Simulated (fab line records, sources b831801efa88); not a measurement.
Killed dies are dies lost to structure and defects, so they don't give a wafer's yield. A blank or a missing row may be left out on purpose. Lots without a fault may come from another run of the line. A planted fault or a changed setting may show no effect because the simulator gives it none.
Which tool did it? | flow sky130 | 7 lots, 21 wafers sampled, at 1 step of a route of 708

WHAT THE GAUGES READ, wafer by wafer
SKY_LDD_HVP_TW_MEAS_10.
lot  | measured     | on            | LDD_HVP_TW
L972 | day 23 09:19 | film_metro-03 | 453 455 454
L971 | day 23 11:10 | film_metro-03 | 455 457 455
L974 | day 24 00:58 | film_metro-04 | 445 447 446
L979 | day 26 03:33 | film_metro-02 | 450 452 451
L981 | day 26 15:19 | film_metro-02 | 449 451 451
L983 | day 27 06:43 | film_metro-02 | 449 450 449
L991 | day 29 13:29 | film_metro-02 | 451 452 452

WHICH TOOL RAN EACH LOT (tool, then ch and the chambers of the sampled wafers, then the start)
The record holds no process step before these readings.

THE ANSWER, worked out from the rows above alone
Rule: what is usual is taken from the lots themselves. Put in order of their means at a reading, lots are off if they are a third of the lots or fewer, leave a main group of 4 or more, and stand apart from it by a gap of 3 or more times the standard deviation of the main group's means; of several such gaps the widest counts. A main group whose means are all the same, to the digits that the tables above print for the reading, isn't used. A lot without any number at a reading at which 4 lots or more have one is off too. The other lots that the step has rows for count as sound.
No lot is off at any reading shown: from this, nothing can be told.

WHAT THE SIMULATOR HAD PUT IN
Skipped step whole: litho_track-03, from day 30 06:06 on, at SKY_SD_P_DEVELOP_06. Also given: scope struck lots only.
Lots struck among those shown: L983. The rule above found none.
